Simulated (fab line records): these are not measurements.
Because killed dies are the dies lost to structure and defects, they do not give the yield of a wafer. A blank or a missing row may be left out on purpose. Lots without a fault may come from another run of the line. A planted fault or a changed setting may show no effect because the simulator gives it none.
fab line records	flow gf180mcu	part 1 of 2: steps 1 to 30 of 41
record: lots: 5	wafers: 15	lastDay: 33
route steps=602 shown HV_LDD@228 NSD@235 PSD@248 SAB@264
lots that met no fault: taken from a fault-free run of the same line
startH: the number of hours between the record's first day and the start of the first shown wafer of the lot	waitH: how many hours have passed since the lot's step before this one	" unchanged from the row above	L1.1+2: a single row standing in for several wafers	- either no value or no given start	* or withheld: withheld	< > ~ a bound
route shown NAME@n: NAME is a module with steps in the file, n the number in the route of the first one	usual: mean/standard deviation of fault-free wafers	same: alike in all rows	chamber/n: place in a boat	sites: each site's reading	_std_site: the values' standard deviation	_edge_site: inner sites' mean taken away from outer sites' mean	radiusMm: how far each site lies from the wafer's centre	mask NAME#n: copy n	behind: the most recent tool/chamber to have shaped the wafer	hold: what put the lot on hold/how long, in hours/how the hold closed	device: the transistor (n, p or np) that didn't switch	end of line: tests run on the same wafers once the route is complete	a step given without rows: its recipe and nothing more	killed: dies that structure and defects cost at the first sort, which is not the same as the wafer's yield	map: shows each die of a wafer: x if killed, . if not, _ if none is there
set.NAME: the setting as run; set.NAME@STEP: as run at that earlier step	model.NAME: the simulator's own value behind a step, which no gauge read
certain route steps with their lots: each step a table, each wafer a row
services: from which hour (startH, from the record's first day; less than 0 if before it) a tool's chamber was out of use, for how many hours, and why
== steps ==
step: GF_HV_LDD_RTA_52
recipe: tempC: 1000	timeS: 10	ambient: N2
usual: chamberO2Ppm: 2.002/0.017	lampPowerPct: 37.3/0.81	wafer_temp_C_max: 1004.8/0.95
lot.wafer	tool	chamber	startH	waitH	chamberO2Ppm	lampPowerPct	wafer_temp_C_max
L076.1	rtpAnneal-02	0	290.74	0.0	1.996	38.0	1004.9
L076.4	"	0	"	"	2.007	37.8	1006.1
L076.6	"	0	"	"	1.997	37.8	1004.4
L081.1	rtpAnneal-02	0	328.64	0.0	1.995	37.9	1004.5
L081.2	"	0	"	"	2.014	37.8	1005.1
L081.5	"	0	"	"	1.970	37.9	1005.8
L087.1	rtpAnneal-02	0	385.31	0.0	2.015	37.9	1005.5
L087.3	"	0	"	"	2.001	37.8	1005.6
L087.5	"	0	"	"	2.001	37.8	1004.5
L089.3	rtpAnneal-02	0	403.37	0.0	1.993	37.8	1003.8
L089.5	"	0	"	"	2.033	37.9	1004.7
L089.6	"	0	"	"	1.989	37.9	1006.8
L093.1	rtpAnneal-02	0	438.12	0.0	1.986	37.8	1004.1
L093.3	"	0	"	"	2.003	37.9	1005.7
L093.6	"	0	"	"	2.024	37.9	1002.2
step: GF_HV_LDD_RS_MEAS_53
recipe: thkMeasGauge: four-point-probe
usual: HV_LDD_RS: 418.7/1
lot.wafer	tool	chamber	startH	waitH	HV_LDD_RS[ohm/sq]
L076.1	filmMetro-02	-	290.81	0.1	419.1
L076.4	"	-	"	"	419.7
L076.6	"	-	"	"	420.2
L081.1	filmMetro-02	-	328.71	0.1	416.5
L081.2	"	-	"	"	418.0
L081.5	"	-	"	"	418.6
L087.1	filmMetro-04	-	385.38	0.1	418.0
L087.3	"	-	"	"	417.9
L087.5	"	-	"	"	419.1
L089.3	filmMetro-02	-	403.45	0.1	419.4
L089.5	"	-	"	"	418.6
L089.6	"	-	"	"	418.9
L093.1	filmMetro-02	-	438.18	0.1	418.1
L093.3	"	-	"	"	418.7
L093.6	"	-	"	"	419.1
step: GF_HV_LDD_CVD_54
recipe: material: SiO2	targetThkNm: 10	precursor: TEOS	tempC: 680	timeS: 75	pressureMtorr: 400
usual: pressureMtorr: 399.9/0.72	zonePowerLowerPct: 9.7/0.99	zonePowerUpperPct: 10.4/1
lot.wafer	tool	chamber	startH	waitH	pressureMtorr	zonePowerLowerPct	zonePowerUpperPct
L076.1	lpcvd-02	1	290.93	0.1	399.8	8.6	9.7
L076.4	"	1	"	"	399.9	8.7	9.7
L076.6	"	1	"	"	399.9	8.7	9.8
L081.1	lpcvd-02	0	328.83	0.1	399.9	9.7	10.7
L081.2	"	0	"	"	400.1	9.6	10.9
L081.5	"	0	"	"	400.8	9.7	10.8
L087.1	lpcvd-01	1	385.50	0.1	400.9	11.1	11.8
L087.3	"	1	"	"	400.3	11.2	11.8
L087.5	"	1	"	"	400.6	11.3	11.7
L089.3	lpcvd-01	1	403.53	0.1	399.3	11.2	11.9
L089.5	"	1	"	"	399.2	11.1	11.9
L089.6	"	1	"	"	398.4	11.3	11.8
L093.1	lpcvd-02	1	438.30	0.1	400.3	8.6	9.7
L093.3	"	1	"	"	400.4	8.8	9.6
L093.6	"	1	"	"	400.2	8.7	9.6
step: GF_HV_LDD_THK_MEAS_55
recipe: reads: SiO2_of_HV_LDD_CVD_54
usual: HV_LDD_CVD_54_THK: 10.00/0.14
lot.wafer	tool	chamber	startH	waitH	HV_LDD_CVD_54_THK[nm]
L076.1	filmMetro-01	-	291.95	0.0	9.96
L076.4	"	-	"	"	9.93
L076.6	"	-	"	"	9.91
L081.1	filmMetro-04	-	330.36	0.0	10.10
L081.2	"	-	"	"	10.10
L081.5	"	-	"	"	10.29
L087.1	filmMetro-01	-	386.52	0.0	9.77
L087.3	"	-	"	"	9.78
L087.5	"	-	"	"	9.85
L089.3	filmMetro-01	-	404.57	0.0	10.18
L089.5	"	-	"	"	10.24
L089.6	"	-	"	"	10.39
L093.1	filmMetro-02	-	439.32	0.0	9.90
L093.3	"	-	"	"	9.82
L093.6	"	-	"	"	9.95
step: GF_HV_LDD_CVD_56
recipe: material: Si3N4	precursor: DCS/NH3	targetThkNm: 90	tempC: 770	timeS: 1543	pressureMtorr: 250
usual: pressureMtorr: 250.0/0.5	zonePowerLowerPct: 12.4/1.1	zonePowerUpperPct: 13.2/1.3
lot.wafer	tool	chamber	startH	waitH	pressureMtorr	zonePowerLowerPct	zonePowerUpperPct
L076.1	lpcvd-02	0	292.01	0.1	250.7	12.1	13.8
L076.4	"	0	"	"	250.6	12.5	13.6
L076.6	"	0	"	"	251.3	12.1	13.8
L081.1	lpcvd-01	0	330.42	0.1	250.6	12.5	11.4
L081.2	"	0	"	"	250.5	12.4	11.4
L081.5	"	0	"	"	250.2	12.6	11.7
L087.1	lpcvd-02	0	386.58	0.1	249.7	12.2	13.8
L087.3	"	0	"	"	249.7	12.3	13.5
L087.5	"	0	"	"	250.4	12.4	13.4
L089.3	lpcvd-02	1	404.61	0.0	249.3	11.0	12.1
L089.5	"	1	"	"	249.5	11.1	12.4
L089.6	"	1	"	"	249.7	10.9	12.5
L093.1	lpcvd-02	1	439.38	0.1	250.4	10.9	12.3
L093.3	"	1	"	"	250.3	11.0	12.4
L093.6	"	1	"	"	249.5	11.1	12.6
step: GF_HV_LDD_THK_MEAS_57
recipe: reads: Si3N4_of_HV_LDD_CVD_56
usual: HV_LDD_CVD_56_THK: 89.7/0.92
lot.wafer	tool	chamber	startH	waitH	HV_LDD_CVD_56_THK[nm]
L076.1	filmMetro-01	-	293.44	0.0	90.6
L076.4	"	-	"	"	90.4
L076.6	"	-	"	"	90.3
L081.1	filmMetro-01	-	331.85	0.0	90.3
L081.2	"	-	"	"	90.2
L081.5	"	-	"	"	90.0
L087.1	filmMetro-04	-	388.01	0.0	89.5
L087.3	"	-	"	"	89.6
L087.5	"	-	"	"	89.7
L089.3	filmMetro-04	-	406.06	0.0	87.9
L089.5	"	-	"	"	88.9
L089.6	"	-	"	"	88.3
L093.1	filmMetro-04	-	440.81	0.0	88.8
L093.3	"	-	"	"	88.8
L093.6	"	-	"	"	89.1
step: GF_HV_LDD_ETCHBACK_58
recipe: chemistry: CH3F/O2	target: Si3N4	stopOn: SiO2	sourceW: 400	biasW: 80	pressureMtorr: 25	ch3fFlowSccm: 40	O2_flow_sccm: 30	timeS: 100	targetDepthA: 900
usual: ch3fFlowSccm: 40.00/0.12	drypumpMotorCurrentA: 5.8/0.41	oesProductAu: 0.842/0.0067	throttleValvePct: 10.561/0.009
lot.wafer	tool	chamber	startH	waitH	ch3fFlowSccm	drypumpMotorCurrentA	oesProductAu	rfHoursCounterH	throttleValvePct
L076.1	rieDiel-03	1	293.50	0.1	40.01	5.3	0.845	65	10.547
L076.4	"	0	"	"	39.90	6.3	0.844	40	10.554
L076.6	"	0	"	"	39.86	6.2	0.846	-	10.572
L081.1	rieDiel-01	3	331.91	0.1	39.85	5.4	0.837	99	10.565
L081.2	"	2	"	"	40.04	5.5	0.843	108	10.563
L081.5	"	3	"	"	39.90	5.4	0.848	-	10.543
L087.1	rieDiel-03	2	388.07	0.1	40.00	6.6	0.847	13	10.547
L087.3	"	0	"	"	40.05	6.2	0.842	43	10.563
L087.5	"	1	"	"	39.94	5.3	0.830	-	10.574
L089.3	rieDiel-03	1	406.10	0.0	40.01	5.3	0.832	68	10.562
L089.5	"	3	"	"	39.80	6.0	0.830	-	10.553
L089.6	"	0	"	"	40.12	6.3	0.834	-	10.565
L093.1	rieDiel-03	1	440.87	0.1	39.81	5.3	0.840	69	10.560
L093.3	"	0	"	"	40.13	6.3	0.841	44	10.568
L093.6	"	0	"	"	40.30	6.2	0.846	-	10.548
step: GF_NSD_DEHYDRATE_00
recipe: tempC: 200	timeS: 60
lot.wafer	tool	chamber	startH	waitH
L076.1+4+6	lithoTrack-02	0	302.50	9.0
L081.1+2+5	lithoTrack-02	0	341.20	9.3
L087.1+3+5	lithoTrack-01	0	397.84	9.7
L089.3+5+6	lithoTrack-04	0	417.61	11.5
L093.1+3+6	lithoTrack-02	0	452.75	11.8
step: GF_NSD_HMDS_01
recipe: primeTimeS: 60	primeTempC: 120
usual: primeTempC: 119.98/0.15
lot.wafer	tool	chamber	startH	waitH	primeTempC
L076.1	lithoTrack-02	0	302.65	0.1	119.97
L076.4	"	0	"	"	120.18
L076.6	"	0	"	"	120.19
L081.1	lithoTrack-02	0	341.35	0.1	119.89
L081.2	"	0	"	"	119.78
L081.5	"	0	"	"	119.94
L087.1	lithoTrack-01	0	397.99	0.1	120.14
L087.3	"	0	"	"	120.04
L087.5	"	0	"	"	120.14
L089.3	lithoTrack-04	0	417.76	0.1	119.75
L089.5	"	0	"	"	119.87
L089.6	"	0	"	"	119.88
L093.1	lithoTrack-02	0	452.90	0.1	120.24
L093.3	"	0	"	"	120.07
L093.6	"	0	"	"	120.07
step: GF_NSD_COAT_02
recipe: resist: NOVOLAK	spinRpm: 3000	resistThkNm: 1000
lot.wafer	tool	chamber	startH	waitH
L076.1+4+6	lithoTrack-02	0	302.80	0.1
L081.1+2+5	lithoTrack-02	0	341.50	0.1
L087.1+3+5	lithoTrack-01	0	398.14	0.1
L089.3+5+6	lithoTrack-04	0	417.91	0.1
L093.1+3+6	lithoTrack-02	0	453.05	0.1
step: GF_NSD_SOFTBAKE_03
recipe: tempC: 90	timeS: 60	resist: NOVOLAK
lot.wafer	tool	chamber	startH	waitH
L076.1+4+6	lithoTrack-02	0	302.95	0.1
L081.1+2+5	lithoTrack-02	0	341.65	0.1
L087.1+3+5	lithoTrack-01	0	398.29	0.1
L089.3+5+6	lithoTrack-04	0	418.06	0.1
L093.1+3+6	lithoTrack-02	0	453.20	0.1
step: GF_NSD_EXPOSE_04
recipe: maskId: Nplus	targetCdNm: 400	na: 0.6	sourceShape: conventional	sigmaOuter: 0.6	doseMj: 140
usual: focusOffsetNm: 0.0/0.54
lot.wafer	tool	chamber	startH	waitH	mask	focusOffsetNm
L076.1	ilineStepper-01	0	-	-	Nplus#0	-0.5
L076.4	"	0	"	"	Nplus#0	-0.5
L076.6	"	0	"	"	Nplus#0	-0.4
L081.1	ilineStepper-01	0	-	-	Nplus#0	0.2
L081.2	"	0	"	"	Nplus#0	0.4
L081.5	"	0	"	"	Nplus#0	0.2
L087.1	ilineStepper-02	0	-	-	Nplus#0	0.2
L087.3	"	0	"	"	Nplus#0	-0.1
L087.5	"	0	"	"	Nplus#0	0.2
L089.3	ilineStepper-01	0	-	-	Nplus#0	-0.1
L089.5	"	0	"	"	Nplus#0	-0.1
L089.6	"	0	"	"	Nplus#0	-0.8
L093.1	ilineStepper-01	0	-	-	Nplus#0	-0.1
L093.3	"	0	"	"	Nplus#0	0.2
L093.6	"	0	"	"	Nplus#0	0.0
step: GF_NSD_PEB_05
recipe: tempC: withheld	timeS: *	resist: NOVOLAK
lot.wafer	tool	chamber	startH	waitH
L076.1+4+6	lithoTrack-01	0	-	-
L081.1+2+5	lithoTrack-04	0	-	-
L087.1+3+5	lithoTrack-04	0	-	-
L089.3+5+6	lithoTrack-04	0	-	-
L093.1+3+6	lithoTrack-01	0	-	-
step: GF_NSD_DEVELOP_06
recipe: developTimeS: 60	devTempC: 23
lot.wafer	tool	chamber	startH	waitH
L076.1+4+6	lithoTrack-01	0	312.24	0.1
L081.1+2+5	lithoTrack-04	0	352.36	0.1
L087.1+3+5	lithoTrack-04	0	409.56	0.1
L089.3+5+6	lithoTrack-04	0	429.31	0.1
L093.1+3+6	lithoTrack-01	0	464.94	0.1
step: GF_NSD_CD_MEAS_07
recipe: targetCdNm: 400
usual: cdNm: 400.1/2.3
lot.wafer	tool	chamber	startH	waitH	cdNm
L076.1	cdSem-01	-	312.39	0.1	396.9
L076.4	"	-	"	"	396.3
L076.6	"	-	"	"	397.4
L081.1	cdSem-01	-	352.51	0.1	398.5
L081.2	"	-	"	"	398.1
L081.5	"	-	"	"	396.0
L087.1	cdSem-02	-	409.71	0.1	400.9
L087.3	"	-	"	"	404.0
L087.5	"	-	"	"	405.3
L089.3	cdSem-02	-	429.48	0.1	397.6
L089.5	"	-	"	"	398.0
L089.6	"	-	"	"	400.8
L093.1	cdSem-01	-	465.09	0.1	403.0
L093.3	"	-	"	"	403.0
L093.6	"	-	"	"	400.9
step: GF_NSD_OVL_MEAS_08
usual: NSD_OVL: -1.2/1.3
lot.wafer	tool	chamber	startH	waitH	NSD_OVL[nm]
L076.1	overlay-01	-	312.51	0.1	-1.2
L076.4	"	-	"	"	0.1
L076.6	"	-	"	"	0.2
L081.1	overlay-02	-	352.63	0.1	-0.3
L081.2	"	-	"	"	-1.3
L081.5	"	-	"	"	-2.1
L087.1	overlay-01	-	409.83	0.1	-1.1
L087.3	"	-	"	"	-1.3
L087.5	"	-	"	"	0.0
L089.3	overlay-01	-	429.58	0.1	-2.6
L089.5	"	-	"	"	-0.7
L089.6	"	-	"	"	-2.2
L093.1	overlay-02	-	465.21	0.1	-3.1
L093.3	"	-	"	"	-3.3
L093.6	"	-	"	"	-1.8
step: GF_NSD_IMPLANT_09
recipe: species: As	energyKev: 60	doseCm2: 4e+15	tiltDeg: 7
lot.wafer	tool	chamber	startH	waitH
L076.1+4+6	implanter-03	0	312.55	0.0
L081.1+2+5	implanter-03	0	352.67	0.0
L087.1+3+5	implanter-04	0	409.87	0.0
L089.3+5+6	implanter-04	0	429.65	0.1
L093.1+3+6	implanter-03	0	465.25	0.0
step: GF_NSD_IMPLANT_10
recipe: species: P	energyKev: 40	doseCm2: 5e+14	tiltDeg: 7
lot.wafer	tool	chamber	startH	waitH
L076.1+4+6	implanter-03	0	312.70	0.1
L081.1+2+5	implanter-03	0	352.82	0.1
L087.1+3+5	implanter-04	0	410.02	0.1
L089.3+5+6	implanter-04	0	429.80	0.1
L093.1+3+6	implanter-03	0	465.40	0.1
step: GF_NSD_STRIP_11
recipe: chemistry: O2/N2	powerW: 1400	pressureMtorr: 1500	platenTempC: 250	o2FlowSccm: 3000	n2FlowSccm: 300	overashFraction: 0.5
usual: drypumpMotorCurrentA: 5.5/0.33	heaterPowerW: 344/20	oesProductAu: 0.486/0.0046	stripTimeToEndpointS: 22.96/0.04
lot.wafer	tool	chamber	startH	waitH	drypumpMotorCurrentA	heaterPowerW	oesProductAu	rfHoursCounterH	stripTimeToEndpointS
L076.1	plasmaAsher-02	0	312.85	0.1	5.5	347	0.488	19	22.99
L076.4	"	1	"	"	5.4	340	0.488	-	22.98
L076.6	"	1	"	"	5.4	340	0.481	-	22.96
L081.1	plasmaAsher-02	1	352.97	0.1	5.4	332	0.494	23	22.99
L081.2	"	0	"	"	5.5	338	0.491	23	23.05
L081.5	"	1	"	"	5.4	337	0.486	-	23.03
L087.1	plasmaAsher-01	1	410.17	0.1	5.3	368	0.484	83	23.00
L087.3	"	0	"	"	5.6	321	0.483	-	22.97
L087.5	"	0	"	"	5.6	325	0.487	-	23.03
L089.3	plasmaAsher-01	1	429.93	0.1	5.3	375	0.483	-	22.94
L089.5	"	0	"	"	5.6	318	0.485	-	22.98
L089.6	"	1	"	"	5.3	383	0.483	-	22.92
L093.1	plasmaAsher-03	0	465.55	0.1	6.6	317	0.482	67	22.90
L093.3	"	1	"	"	4.8	359	0.487	-	22.88
L093.6	"	0	"	"	6.5	315	0.477	-	22.86
step: GF_NSD_TW_MEAS_12
usual: NSD_TW: 4220/19
lot.wafer	tool	chamber	startH	waitH	NSD_TW
L076.1	filmMetro-01	-	312.95	0.1	4215
L076.4	"	-	"	"	4212
L076.6	"	-	"	"	4206
L081.1	filmMetro-04	-	353.07	0.1	4256
L081.2	"	-	"	"	4260
L081.5	"	-	"	"	4215
L087.1	filmMetro-01	-	410.27	0.1	4219
L087.3	"	-	"	"	4216
L087.5	"	-	"	"	4197
L089.3	filmMetro-01	-	430.02	0.1	4240
L089.5	"	-	"	"	4205
L089.6	"	-	"	"	4217
L093.1	filmMetro-04	-	465.65	0.1	4210
L093.3	"	-	"	"	4215
L093.6	"	-	"	"	4204
step: GF_PSD_DEHYDRATE_00
recipe: tempC: 200	timeS: 60
lot.wafer	tool	chamber	startH	waitH
L076.1+4+6	lithoTrack-04	0	322.91	10.0
L081.1+2+5	lithoTrack-04	0	363.16	10.1
L087.1+3+5	lithoTrack-03	0	421.67	11.4
L089.3+5+6	lithoTrack-03	0	442.32	12.3
L093.1+3+6	lithoTrack-03	0	477.17	11.5
step: GF_PSD_HMDS_01
recipe: primeTimeS: 60	primeTempC: 120
usual: primeTempC: 120.00/0.15
lot.wafer	tool	chamber	startH	waitH	primeTempC
L076.1	lithoTrack-04	0	323.06	0.1	119.91
L076.4	"	0	"	"	120.03
L076.6	"	0	"	"	120.02
L081.1	lithoTrack-04	0	363.31	0.1	119.99
L081.2	"	0	"	"	119.96
L081.5	"	0	"	"	120.02
L087.1	lithoTrack-03	0	421.82	0.1	119.96
L087.3	"	0	"	"	120.04
L087.5	"	0	"	"	119.79
L089.3	lithoTrack-03	0	442.47	0.1	120.16
L089.5	"	0	"	"	119.93
L089.6	"	0	"	"	119.93
L093.1	lithoTrack-03	0	477.32	0.1	120.17
L093.3	"	0	"	"	119.81
L093.6	"	0	"	"	119.70
step: GF_PSD_COAT_02
recipe: resist: NOVOLAK	spinRpm: 3000	resistThkNm: 1000
lot.wafer	tool	chamber	startH	waitH
L076.1+4+6	lithoTrack-04	0	323.21	0.1
L081.1+2+5	lithoTrack-04	0	363.46	0.1
L087.1+3+5	lithoTrack-03	0	421.97	0.1
L089.3+5+6	lithoTrack-03	0	442.62	0.1
L093.1+3+6	lithoTrack-03	0	477.47	0.1
step: GF_PSD_SOFTBAKE_03
recipe: tempC: 90	timeS: 60	resist: NOVOLAK
lot.wafer	tool	chamber	startH	waitH
L076.1+4+6	lithoTrack-04	0	323.36	0.1
L081.1+2+5	lithoTrack-04	0	363.61	0.1
L087.1+3+5	lithoTrack-03	0	422.12	0.1
L089.3+5+6	lithoTrack-03	0	442.77	0.1
L093.1+3+6	lithoTrack-03	0	477.62	0.1
step: GF_PSD_EXPOSE_04
recipe: maskId: Pplus	targetCdNm: 400	na: 0.6	sourceShape: conventional	sigmaOuter: 0.6	doseMj: 140
usual: focusOffsetNm: 0.0/0.51
lot.wafer	tool	chamber	startH	waitH	mask	focusOffsetNm
L076.1	ilineStepper-01	0	-	-	Pplus#0	0.5
L076.4	"	0	"	"	Pplus#0	-0.4
L076.6	"	0	"	"	Pplus#0	-0.1
L081.1	ilineStepper-01	0	-	-	Pplus#0	0.6
L081.2	"	0	"	"	Pplus#0	0.5
L081.5	"	0	"	"	Pplus#0	-0.1
L087.1	ilineStepper-01	0	-	-	Pplus#0	-0.4
L087.3	"	0	"	"	Pplus#0	0.1
L087.5	"	0	"	"	Pplus#0	0.4
L089.3	ilineStepper-01	0	-	-	Pplus#0	0.2
L089.5	"	0	"	"	Pplus#0	-0.7
L089.6	"	0	"	"	Pplus#0	0.2
L093.1	ilineStepper-02	0	-	-	Pplus#0	-0.5
L093.3	"	0	"	"	Pplus#0	0.6
L093.6	"	0	"	"	Pplus#0	0.8
step: GF_PSD_PEB_05
recipe: tempC: withheld	timeS: *	resist: NOVOLAK
lot.wafer	tool	chamber	startH	waitH
L076.1+4+6	lithoTrack-03	0	-	-
L081.1+2+5	lithoTrack-04	0	-	-
L087.1+3+5	lithoTrack-01	0	-	-
L089.3+5+6	lithoTrack-03	0	-	-
L093.1+3+6	lithoTrack-04	0	-	-
step: GF_PSD_DEVELOP_06
recipe: developTimeS: 60	devTempC: 23
lot.wafer	tool	chamber	startH	waitH
L076.1+4+6	lithoTrack-03	0	332.78	0.1
L081.1+2+5	lithoTrack-04	0	374.16	0.1
L087.1+3+5	lithoTrack-01	0	433.74	0.1
L089.3+5+6	lithoTrack-03	0	454.52	0.1
L093.1+3+6	lithoTrack-04	0	489.21	0.1
step: GF_PSD_CD_MEAS_07
recipe: targetCdNm: 400
usual: cdNm: 398.7/2.1
lot.wafer	tool	chamber	startH	waitH	cdNm
L076.1	cdSem-02	-	332.93	0.1	396.0
L076.4	"	-	"	"	395.5
L076.6	"	-	"	"	393.0
L081.1	cdSem-01	-	374.31	0.1	397.9
L081.2	"	-	"	"	399.3
L081.5	"	-	"	"	397.8
L087.1	cdSem-01	-	433.89	0.1	395.6
L087.3	"	-	"	"	397.3
L087.5	"	-	"	"	394.7
L089.3	cdSem-01	-	454.66	0.1	400.4
L089.5	"	-	"	"	398.2
L089.6	"	-	"	"	400.1
L093.1	cdSem-02	-	489.36	0.1	399.9
L093.3	"	-	"	"	399.9
L093.6	"	-	"	"	397.4
step: GF_PSD_OVL_MEAS_08
usual: PSD_OVL: 0.8/1.3
lot.wafer	tool	chamber	startH	waitH	PSD_OVL[nm]
L076.1	overlay-02	-	333.05	0.1	3.1
L076.4	"	-	"	"	3.2
L076.6	"	-	"	"	2.2
L081.1	overlay-02	-	374.43	0.1	1.3
L081.2	"	-	"	"	0.7
L081.5	"	-	"	"	1.8
L087.1	overlay-01	-	434.01	0.1	-0.2
L087.3	"	-	"	"	2.6
L087.5	"	-	"	"	2.5
L089.3	overlay-01	-	454.76	0.1	2.1
L089.5	"	-	"	"	1.3
L089.6	"	-	"	"	2.7
L093.1	overlay-01	-	489.48	0.1	0.7
L093.3	"	-	"	"	-0.8
L093.6	"	-	"	"	0.2
step: GF_PSD_IMPLANT_09
recipe: species: BF2	energyKev: 40	doseCm2: 1.5e+15	tiltDeg: 7
lot.wafer	tool	chamber	startH	waitH
L076.1+4+6	implanter-01	0	333.08	0.0
L081.1+2+5	implanter-01	0	374.47	0.0
L087.1+3+5	implanter-02	0	434.05	0.0
L089.3+5+6	implanter-02	0	454.83	0.1
L093.1+3+6	implanter-01	0	489.52	0.0
